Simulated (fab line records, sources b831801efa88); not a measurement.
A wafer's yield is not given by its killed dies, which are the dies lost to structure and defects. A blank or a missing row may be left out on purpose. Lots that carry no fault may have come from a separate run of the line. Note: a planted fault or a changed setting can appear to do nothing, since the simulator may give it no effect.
Chamber matching    flow sky130    SKY_VIA1_CMP_24 on cmp-02: 4 sister chambers
The step polishes, stops on SiO2, t overpolish 15 s, target thk 0 nm. 8 wafers are shown with their chamber, then 12 later ones without.

== WAFERS, EACH WITH ITS CHAMBER ==
wafer   chamber  motor current A (A)  time to endpoint s (s)
L089.3  3        12.7                 65.5
L089.6  2        10.0                 68.3
L091.2  2        9.9                  68.2
L091.4  0        11.5                 67.2
L091.6  0        11.8                 65.7
L091.1  3        13.1                 63.3
L091.3  1        10.4                 71.6
L091.5  1        10.0                 74.0

== WAFERS WITH NO CHAMBER GIVEN ==
wafer   motor current A (A)  time to endpoint s (s)
L093.1  9.9                  71.6
L093.4  11.6                 66.9
L093.5  11.9                 69.6
L094.1  12.5                 67.0
L094.4  10.3                 66.5
L094.5  10.7                 67.2
L095.1  12.9                 64.7
L095.2  10.2                 67.7
L095.4  11.4                 67.1
L096.1  11.5                 64.1
L096.2  12.3                 61.0
L096.5  9.9                  67.3

== THE CHAMBER EACH PASSED THROUGH ==
wafer    from the rows above            in truth
L093.1   can't be placed: 1 or 2        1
L093.4   0                              0
L093.5   0                              0
L094.1   can't be placed: 3 or 0        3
L094.4   2                              2
L094.5   can't be placed: 2 or 0 or 1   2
L095.1   3                              3
L095.2   2                              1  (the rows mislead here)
L095.4   0                              0
L096.1   0                              0
L096.2   can't be placed: 3 or 0        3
L096.5   2                              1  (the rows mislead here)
Placed correctly: 6 of 12. Unplaceable from these rows: 4, with the true chamber sitting among the candidates in 4. 2 placed wrongly.
How it was worked out, from the rows above alone: a wafer's distance from a chamber is the root of the sum, over the readings, of the square of ((its reading less the chamber's mean) divided by the reading's scatter). The wafer belongs to the nearest chamber; if the next one is less than 2 further off, it can't be placed. For every chamber, the mean is computed from those of its wafers that are shown. The scatter: take each reading less its chamber's mean, square it, sum over the shown wafers, divide by the number of wafers less the number of chambers, and take the root.
